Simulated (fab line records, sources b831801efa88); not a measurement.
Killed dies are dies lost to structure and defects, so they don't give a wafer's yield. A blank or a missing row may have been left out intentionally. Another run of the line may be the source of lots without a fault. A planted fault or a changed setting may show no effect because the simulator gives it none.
fab line records | flow sky130
record lots=10 | wafers=30 | last_day=50
route steps=708 shown SPACER@304 METAL1@439 METAL2@500 VIA2@522
lots that met no fault: from a run of the same line without faults
start_h: hours from the record's opening day to when the first of the lot's shown wafers began | wait_h: hours elapsed since this lot's preceding step | " same as the row above | L1.1+2: one row covering several wafers at once | - either no value or no given start | * or withheld: withheld | < > ~ a bound
route shown NAME@n: NAME is a module with steps in the file, n the number in the route of the first one | usual: mean/standard deviation taken from wafers without a fault | same: alike in all rows | chamber/n: place in a boat | sites: the reading at each site | _std_site: their standard deviation | _edge_site: mean of outer sites minus mean of inner sites | radius_mm: how far each site lies from the wafer's centre | mask NAME#n: copy n | behind: the most recent tool/chamber to have shaped the wafer | hold: why the lot was held/for how many hours/how that ended | device: which transistor (n, p or np) failed to switch | end of line: at the end of the route, the tests of the same wafers | a step without rows: its recipe alone | killed: the dies lost at the first sort to structure and to defects; this is not the yield of the wafer | map: shows each die of a wafer: x if killed, . if not, _ if none is there
set.NAME: the setting as run; set.NAME@STEP: as run at that earlier step | model.NAME: the simulator's own value behind a step, which no gauge read
steps of the route over a sample of lots; a table a step, a row a wafer
services: when a tool's chamber went out of use (start_h, in hours from the record's first day, below 0 if earlier), for how many hours, and the reason
## steps
# step SKY_SPACER_CVD_00
# recipe material=Si3N4 | precursor=DCS/NH3 | target_thk_nm=43.1 | temp_c=770 | time_s=740 | pressure_mtorr=250
# usual spike_tc_centre_C=771.8/1.4 | spike_tc_lower_C=770.3/0.9 | spike_tc_upper_C=770.5/1.4 | susceptor_temp_C=770.1/0.34 | zone_power_lower_pct=10.80/0.2
# same time_s=740
lot.wafer | tool     | chamber | start_h | wait_h | spike_tc_centre_C | spike_tc_lower_C | spike_tc_upper_C | susceptor_temp_C | zone_power_lower_pct
L635.2    | lpcvd-02 | 0       | 519.88  | 2.3    | 770.2             | 768.2            | 771.8            | 769.9            | 10.80
L635.4    | "        | 0       | "       | "      | 770.3             | 770.2            | 772.1            | 769.8            | 10.44
L635.5    | "        | 0       | "       | "      | 770.9             | 771.0            | 771.3            | 770.1            | 10.57
L636.1    | lpcvd-02 | 1       | 530.95  | 0.0    | 771.6             | 771.3            | 769.9            | 769.7            | 10.90
L636.2    | "        | 1       | "       | "      | 773.0             | 770.3            | 770.5            | 770.1            | 11.11
L636.3    | "        | 1       | "       | "      | 771.3             | 771.1            | 771.4            | 769.8            | 10.88
L637.1    | lpcvd-02 | 1       | 544.66  | 1.7    | 770.3             | 769.7            | 770.8            | 770.1            | 10.72
L637.5    | "        | 1       | "       | "      | 772.6             | 771.3            | 770.4            | 769.8            | 11.05
L637.6    | "        | 1       | "       | "      | 772.5             | 768.9            | 768.0            | 770.5            | 10.92
L641.2    | lpcvd-02 | 0       | 593.14  | 0.0    | 770.6             | 770.3            | 769.8            | 769.6            | 10.51
L641.3    | "        | 0       | "       | "      | 771.0             | 769.5            | 773.0            | 769.7            | 10.55
L641.4    | "        | 0       | "       | "      | 772.5             | 770.3            | 772.7            | 769.7            | 10.63
L642.2    | lpcvd-02 | 1       | 593.14  | 0.8    | 772.8             | 771.3            | 769.2            | 770.3            | 11.05
L642.4    | "        | 1       | "       | "      | 771.8             | 768.6            | 770.6            | 769.7            | 10.94
L642.5    | "        | 1       | "       | "      | 773.4             | 770.6            | 770.1            | 769.6            | 10.82
L646.2    | lpcvd-02 | 0       | 642.50  | 0.0    | 770.0             | 770.1            | 774.1            | 769.9            | 10.53
L646.3    | "        | 0       | "       | "      | 768.6             | 769.1            | 772.0            | 770.2            | 10.63
L646.6    | "        | 0       | "       | "      | 768.2             | 770.2            | 771.4            | 770.0            | 10.58
L650.1    | lpcvd-02 | 1       | 652.29  | 0.1    | 773.8             | 771.4            | 769.7            | 770.6            | 10.99
L650.3    | "        | 1       | "       | "      | 772.1             | 770.2            | 771.3            | 770.5            | 11.01
L650.6    | "        | 1       | "       | "      | 772.6             | 770.4            | 768.9            | 770.1            | 10.96
L653.3    | lpcvd-02 | 1       | 696.45  | 0.0    | 767.6             | 766.0            | 766.7            | 766.4            | 10.91
L653.4    | "        | 1       | "       | "      | 768.1             | 764.9            | 764.6            | 766.1            | 10.93
L653.5    | "        | 1       | "       | "      | 770.6             | 765.4            | 766.2            | 765.6            | 10.86
L655.3    | lpcvd-02 | 1       | 704.02  | 1.1    | 767.3             | 767.2            | 765.4            | 766.3            | 10.70
L655.4    | "        | 1       | "       | "      | 766.9             | 766.2            | 766.7            | 766.5            | 10.77
L655.6    | "        | 1       | "       | "      | 767.6             | 765.5            | 766.9            | 766.3            | 11.08
L656.1    | lpcvd-02 | 1       | 706.65  | 0.0    | 768.7             | 767.0            | 765.6            | 766.5            | 10.89
L656.2    | "        | 1       | "       | "      | 767.4             | 765.7            | 766.3            | 766.5            | 10.87
L656.3    | "        | 1       | "       | "      | 769.6             | 766.5            | 764.8            | 766.2            | 10.76
# step SKY_SPACER_THK_MEAS_01
# recipe reads=Si3N4_of_SPACER_CVD_00
# usual SPACER_CVD_00_THK=43.1/0.42
lot.wafer | tool          | chamber | start_h | wait_h | SPACER_CVD_00_THK[nm]
L635.2    | film_metro-01 | -       | 521.70  | 0.0    | 43.4
L635.4    | "             | -       | "       | "      | 43.4
L635.5    | "             | -       | "       | "      | 43.7
L636.1    | film_metro-02 | -       | 532.76  | 0.0    | 42.1
L636.2    | "             | -       | "       | "      | 42.8
L636.3    | "             | -       | "       | "      | 42.5
L637.1    | film_metro-04 | -       | 546.46  | 0.0    | 42.5
L637.5    | "             | -       | "       | "      | 42.8
L637.6    | "             | -       | "       | "      | 42.6
L641.2    | film_metro-02 | -       | 594.36  | 0.0    | 42.9
L641.3    | "             | -       | "       | "      | 42.6
L641.4    | "             | -       | "       | "      | 42.6
L642.2    | film_metro-04 | -       | 594.36  | 0.0    | 42.8
L642.4    | "             | -       | "       | "      | 42.5
L642.5    | "             | -       | "       | "      | 43.2
L646.2    | film_metro-01 | -       | 643.71  | 0.0    | 42.9
L646.3    | "             | -       | "       | "      | 43.1
L646.6    | "             | -       | "       | "      | 42.8
L650.1    | film_metro-01 | -       | 653.50  | 0.0    | 43.6
L650.3    | "             | -       | "       | "      | 43.5
L650.6    | "             | -       | "       | "      | 43.8
L653.3    | film_metro-04 | -       | 697.68  | 0.0    | 40.1
L653.4    | "             | -       | "       | "      | 40.2
L653.5    | "             | -       | "       | "      | 39.7
L655.3    | film_metro-01 | -       | 705.25  | 0.0    | 40.0
L655.4    | "             | -       | "       | "      | 39.9
L655.6    | "             | -       | "       | "      | 39.7
L656.1    | film_metro-04 | -       | 708.46  | 0.0    | 39.5
L656.2    | "             | -       | "       | "      | 39.6
L656.3    | "             | -       | "       | "      | 39.9
# step SKY_SPACER_ETCHBACK_02
# recipe chemistry=CH3F/O2 | target=Si3N4 | stop_on=SiO2 | source_w=400 | bias_w=80 | pressure_mtorr=25 | ch3f_flow_sccm=40 | O2_flow_sccm=30 | time_s=46.7 | target_depth_a=450
# usual bias_w=80.02/0.25 | drypump_motor_current_A=5.7/0.44 | oes_product_au=0.855/0.0065 | throttle_valve_pct=10.562/0.0092
# same time_s=46.7
lot.wafer | tool        | chamber | start_h | wait_h | bias_w | drypump_motor_current_A | oes_product_au | rf_hours_counter_h | throttle_valve_pct
L635.2    | rie_diel-02 | 2       | 521.75  | 0.0    | 79.59  | 5.5                     | 0.869          | 14                 | 10.560
L635.4    | "           | 2       | "       | "      | 79.92  | 5.5                     | 0.859          | -                  | 10.583
L635.5    | "           | 0       | "       | "      | 80.29  | 5.2                     | 0.859          | -                  | 10.567
L636.1    | rie_diel-02 | 2       | 532.82  | 0.1    | 80.39  | 5.5                     | 0.845          | 14                 | 10.547
L636.2    | "           | 0       | "       | "      | 80.34  | 5.2                     | 0.859          | 11                 | 10.569
L636.3    | "           | 1       | "       | "      | 80.09  | 5.7                     | 0.849          | 8                  | 10.562
L637.1    | rie_diel-02 | 2       | 546.52  | 0.1    | 79.88  | 5.5                     | 0.846          | 14                 | 10.573
L637.5    | "           | 0       | "       | "      | 80.26  | 5.2                     | 0.849          | -                  | 10.555
L637.6    | "           | 3       | "       | "      | 79.67  | 6.2                     | 0.845          | -                  | 10.546
L641.2    | rie_diel-04 | 3       | 594.41  | 0.0    | 79.92  | 5.6                     | 0.854          | 7                  | 10.561
L641.3    | "           | 1       | "       | "      | 79.89  | 5.2                     | 0.856          | 69                 | 10.575
L641.4    | "           | 0       | "       | "      | 80.40  | 6.2                     | 0.845          | 8                  | 10.556
L642.2    | rie_diel-01 | 2       | 594.41  | 0.0    | 80.08  | 5.1                     | 0.850          | 22                 | 10.568
L642.4    | "           | 2       | "       | "      | 79.79  | 5.2                     | 0.851          | -                  | 10.577
L642.5    | "           | 3       | "       | "      | 79.69  | 5.3                     | 0.855          | -                  | 10.553
L646.2    | rie_diel-02 | 2       | 643.76  | 0.0    | 79.96  | 5.5                     | 0.858          | 16                 | 10.559
L646.3    | "           | 3       | "       | "      | 79.82  | 6.2                     | 0.857          | 1                  | 10.570
L646.6    | "           | 3       | "       | "      | 79.45  | 6.2                     | 0.851          | -                  | 10.563
L650.1    | rie_diel-01 | 0       | 653.56  | 0.1    | 80.39  | 5.9                     | 0.859          | 17                 | 10.562
L650.3    | "           | 3       | "       | "      | 80.15  | 5.2                     | 0.863          | 1                  | 10.569
L650.6    | "           | 2       | "       | "      | 80.16  | 5.2                     | 0.863          | -                  | 10.560
L653.3    | rie_diel-01 | 2       | 697.72  | 0.0    | 80.28  | 5.2                     | 0.818          | 24                 | 10.555
L653.4    | "           | 3       | "       | "      | 80.00  | 5.3                     | 0.818          | 2                  | 10.576
L653.5    | "           | 0       | "       | "      | 80.18  | 5.9                     | 0.816          | -                  | 10.548
L655.3    | rie_diel-01 | 1       | 705.29  | 0.0    | 80.57  | 6.7                     | 0.831          | 2                  | 10.556
L655.4    | "           | 2       | "       | "      | 80.17  | 5.2                     | 0.825          | 24                 | 10.548
L655.6    | "           | 1       | "       | "      | 80.24  | 6.6                     | 0.825          | -                  | 10.553
L656.1    | rie_diel-01 | 1       | 708.52  | 0.1    | 79.98  | 6.6                     | 0.817          | 2                  | 10.556
L656.2    | "           | 3       | "       | "      | 80.25  | 5.3                     | 0.813          | 2                  | 10.552
L656.3    | "           | 2       | "       | "      | 80.09  | 5.2                     | 0.815          | 24                 | 10.570
# step SKY_METAL1_RS_MEAS_05
# recipe thk_meas_gauge=four-point-probe | reads=TiN_of_METAL1_SPUTTER_04+Ti_of_METAL1_SPUTTER_03+AlCu_of_METAL1_SPUTTER_02+TiN_of_METAL1_SPUTTER_01+Ti_of_METAL1_SPUTTER_00
# usual METAL1_ALCU_RS=0.1266/0.0013
lot.wafer | tool          | chamber | start_h | wait_h | METAL1_ALCU_RS[ohm/sq]
L635.2    | film_metro-01 | -       | 729.44  | 0.0    | 0.1254
L635.4    | "             | -       | "       | "      | 0.1260
L635.5    | "             | -       | "       | "      | 0.1252
L636.1    | film_metro-02 | -       | 740.44  | 0.0    | 0.1257
L636.2    | "             | -       | "       | "      | 0.1255
L636.3    | "             | -       | "       | "      | 0.1263
L637.1    | film_metro-02 | -       | 750.90  | 0.0    | 0.1249
L637.5    | "             | -       | "       | "      | 0.1249
L637.6    | "             | -       | "       | "      | 0.1240
L642.2    | film_metro-04 | -       | 795.04  | 0.0    | 0.1265
L642.4    | "             | -       | "       | "      | 0.1258
L642.5    | "             | -       | "       | "      | 0.1259
L641.2    | film_metro-02 | -       | 796.96  | 0.0    | 0.1247
L641.3    | "             | -       | "       | "      | 0.1258
L641.4    | "             | -       | "       | "      | 0.1249
L646.2    | film_metro-04 | -       | 842.63  | 0.0    | 0.1274
L646.3    | "             | -       | "       | "      | 0.1261
L646.6    | "             | -       | "       | "      | 0.1281
L650.1    | film_metro-04 | -       | 850.62  | 0.0    | 0.1270
L650.3    | "             | -       | "       | "      | 0.1274
L650.6    | "             | -       | "       | "      | 0.1261
L653.3    | film_metro-02 | -       | 891.22  | 0.1    | 0.1228
L653.4    | "             | -       | "       | "      | 0.1232
L653.5    | "             | -       | "       | "      | 0.1239
L655.3    | film_metro-02 | -       | 896.76  | 0.1    | 0.1261
L655.4    | "             | -       | "       | "      | 0.1276
L655.6    | "             | -       | "       | "      | 0.1264
L656.1    | film_metro-04 | -       | 901.23  | 0.0    | 0.1270
L656.2    | "             | -       | "       | "      | 0.1263
L656.3    | "             | -       | "       | "      | 0.1269
# step SKY_METAL2_DESCUM_17
# recipe chemistry=O2 | source_power_w=150 | bias_power_w=0 | pressure_mtorr=10 | temp_c=40 | time_s=8
# usual drypump_motor_current_A=5.72/0.28 | oes_product_au=1.000/0.0068
# same time_s=8
lot.wafer | tool         | chamber | start_h | wait_h | drypump_motor_current_A | oes_product_au | rf_hours_counter_h
L635.2    | rie_metal-02 | 0       | 813.96  | 0.0    | 5.35                    | 0.999          | 14
L635.4    | "            | 0       | "       | "      | 5.35                    | 1.002          | -
L635.5    | "            | 1       | "       | "      | 5.71                    | 1.007          | -
L636.1    | rie_metal-02 | 1       | 824.51  | 0.0    | 5.70                    | 0.997          | 9
L636.2    | "            | 0       | "       | "      | 5.35                    | 0.991          | 14
L636.3    | "            | 0       | "       | "      | 5.37                    | 1.003          | -
L637.1    | rie_metal-02 | 0       | 834.01  | 0.0    | 5.35                    | 0.999          | 15
L637.5    | "            | 1       | "       | "      | 5.70                    | 1.000          | -
L637.6    | "            | 0       | "       | "      | 5.36                    | 0.991          | -
L642.2    | rie_metal-02 | 1       | 876.77  | 0.0    | 5.72                    | 0.998          | -
L642.4    | "            | 1       | "       | "      | 5.72                    | 1.005          | -
L642.5    | "            | 1       | "       | "      | 5.72                    | 0.997          | -
L641.2    | rie_metal-03 | 1       | 879.26  | 0.0    | 5.77                    | 1.001          | 11
L641.3    | "            | 1       | "       | "      | 5.78                    | 1.015          | -
L641.4    | "            | 0       | "       | "      | 5.78                    | 0.994          | -
L646.2    | rie_metal-04 | 0       | 922.42  | 0.0    | 6.27                    | 0.998          | -
L646.3    | "            | 0       | "       | "      | 6.27                    | 1.012          | -
L646.6    | "            | 0       | "       | "      | 6.26                    | 1.004          | -
L650.1    | rie_metal-03 | 0       | 930.51  | 0.0    | 5.77                    | 1.016          | 5
L650.3    | "            | 1       | "       | "      | 5.77                    | 1.003          | -
L650.6    | "            | 0       | "       | "      | 5.78                    | 0.997          | -
L653.3    | rie_metal-02 | 1       | 968.17  | 0.0    | 5.71                    | 0.989          | -
L653.4    | "            | 0       | "       | "      | 5.37                    | 0.997          | -
L653.5    | "            | 0       | "       | "      | 5.35                    | 1.000          | -
L655.3    | rie_metal-02 | 0       | 973.82  | 0.0    | 5.35                    | 0.995          | -
L655.4    | "            | 1       | "       | "      | 5.69                    | 0.997          | -
L655.6    | "            | 0       | "       | "      | 5.37                    | 1.001          | -
L656.1    | rie_metal-04 | 1       | 978.81  | 0.0    | 5.21                    | 1.001          | 9
L656.2    | "            | 0       | "       | "      | 6.28                    | 0.992          | 9
L656.3    | "            | 0       | "       | "      | 6.29                    | 0.997          | -
# step SKY_VIA2_ETCH_15
# recipe target=SiO2 | chemistry=C4F8/O2/Ar | target_depth_nm=546 | stop_on=TiN | mask_material=KrF-thick | source_w=1500 | bias_w=1200 | pressure_mtorr=40 | c4f8_flow_sccm=withheld | O2_flow_sccm=6 | Ar_flow_sccm=300 | time_s=84
# usual bias_w=1200/3.1 | oes_product_au=0.940/0.0044
# same time_s=84
lot.wafer | tool        | chamber | start_h | wait_h | bias_w | oes_product_au | rf_hours_counter_h
L635.2    | rie_diel-04 | 2       | 841.77  | 0.0    | 1200   | 0.941          | 9
L635.4    | "           | 0       | "       | "      | 1199   | 0.936          | 15
L635.5    | "           | 3       | "       | "      | 1201   | 0.940          | -
L636.1    | rie_diel-04 | 1       | 852.95  | 0.0    | 1202   | 0.947          | 6
L636.2    | "           | 2       | "       | "      | 1201   | 0.947          | 9
L636.3    | "           | 0       | "       | "      | 1206   | 0.935          | 15
L637.1    | rie_diel-03 | 3       | 860.90  | 0.0    | 1196   | 0.934          | 18
L637.5    | "           | 3       | "       | "      | 1198   | 0.944          | -
L637.6    | "           | 2       | "       | "      | 1198   | 0.945          | -
L642.2    | rie_diel-02 | 0       | 904.05  | 0.0    | 1199   | 0.935          | 19
L642.4    | "           | 3       | "       | "      | 1201   | 0.940          | -
L642.5    | "           | 0       | "       | "      | 1199   | 0.938          | -
L641.2    | rie_diel-03 | 3       | 905.81  | 0.0    | 1202   | 0.936          | 20
L641.3    | "           | 1       | "       | "      | 1200   | 0.940          | 13
L641.4    | "           | 2       | "       | "      | 1205   | 0.935          | 24
L646.2    | rie_diel-02 | 0       | 948.80  | 0.0    | 1194   | 0.937          | 20
L646.3    | "           | 2       | "       | "      | 1201   | 0.931          | 1
L646.6    | "           | 0       | "       | "      | 1197   | 0.938          | -
L650.1    | rie_diel-03 | 1       | 957.05  | 0.0    | 1197   | 0.938          | 14
L650.3    | "           | 0       | "       | "      | 1198   | 0.942          | 8
L650.6    | "           | 0       | "       | "      | 1197   | 0.938          | -
L653.3    | rie_diel-03 | 1       | 992.86  | 0.0    | 1198   | 0.939          | 15
L653.4    | "           | 0       | "       | "      | 1197   | 0.942          | 9
L653.5    | "           | 0       | "       | "      | 1194   | 0.940          | -
L655.3    | rie_diel-04 | 1       | 998.70  | 0.0    | 1204   | 0.938          | 11
L655.4    | "           | 2       | "       | "      | 1204   | 0.943          | 13
L655.6    | "           | 2       | "       | "      | 1197   | 0.937          | -
L656.1    | rie_diel-04 | 0       | 1003.97 | 0.0    | 1201   | 0.930          | 19
L656.2    | "           | 2       | "       | "      | 1196   | 0.943          | 13
L656.3    | "           | 3       | "       | "      | 1197   | 0.935          | 18
## services
tool         | chamber | start_h | hours | kind
rie_diel-01  | -       | 512.20  | 15.6  | pm
rie_diel-02  | 0       | 539.46  | 1.8   | repair
rie_diel-02  | 1       | 578.20  | 10.3  | repair
rie_diel-01  | 0       | 580.36  | 5.3   | repair
rie_diel-04  | -       | 607.64  | 2.8   | pm
rie_diel-01  | 2       | 612.84  | 1.7   | repair
rie_metal-02 | 1       | 627.47  | 28.8  | repair
lpcvd-02     | -       | 628.56  | 0.9   | repair
rie_diel-04  | 0       | 628.92  | 2.9   | repair
rie_diel-02  | 0       | 642.07  | 5.4   | repair
rie_diel-01  | 0       | 740.27  | 7.0   | repair
rie_diel-02  | 1       | 761.09  | 4.0   | repair
rie_metal-02 | -       | 761.83  | 0.4   | repair
rie_diel-01  | 3       | 765.04  | 1.8   | repair
rie_diel-02  | -       | 765.74  | 0.1   | repair
rie_diel-02  | -       | 772.53  | 2.8   | pm
rie_metal-02 | -       | 781.90  | 2.6   | repair
lpcvd-02     | -       | 796.84  | 0.9   | repair
rie_diel-02  | 2       | 874.72  | 2.7   | repair
rie_metal-02 | 1       | 885.34  | 4.2   | repair
rie_diel-02  | 2       | 888.33  | 3.0   | repair
rie_diel-02  | 1       | 942.62  | 13.6  | repair
rie_diel-02  | 0       | 974.73  | 1.8   | repair
rie_metal-02 | -       | 986.59  | 0.6   | repair
## key
first_sign step=SKY_SPACER_CVD_00 | reading=susceptor_temp_C | direction=down | sigmas=11 | usual=* | struck=*
effect step=SKY_SPACER_CVD_00 | reading=spike_tc_lower_C | direction=down | sigmas=4.7 | usual=770.3 | struck=766.1
effect step=SKY_SPACER_THK_MEAS_01 | reading=SPACER_CVD_00_THK | direction=down | sigmas=7.8 | usual=43.1 | struck=39.8
effect step=SKY_SPACER_ETCHBACK_02 | reading=oes_product_au | direction=down | sigmas=5.5 | usual=0.855 | struck=0.820
met_at SKY_SPACER_CVD_00
struck_lots L653,L655,L656
struck_wafers L653.3,L653.4,L653.5,L655.3,L655.4,L655.6,L656.1,L656.2,L656.3
tester_left_out L653,L655,L656
not_acting_at SKY_METAL1_RS_MEAS_05,SKY_METAL2_DESCUM_17,SKY_VIA2_ETCH_15
onset_between 652.29 696.45
fault kind=process_parameter_drift | tool=lpcvd-02 | chamber=1 | onset_h=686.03 | steps=SKY_SPACER_CVD_00 | channel=temp_c | offset=* | shape=step | end_h=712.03 | acts_in=* | stated=*
# tester_left_out: of these lots the tester's yield and bins aren't shown, on N5 and GAA mostly nor the transistor test; their killed dies are dies lost to structure and defects alone, not to doping, threshold or leakage, so they don't give the yield
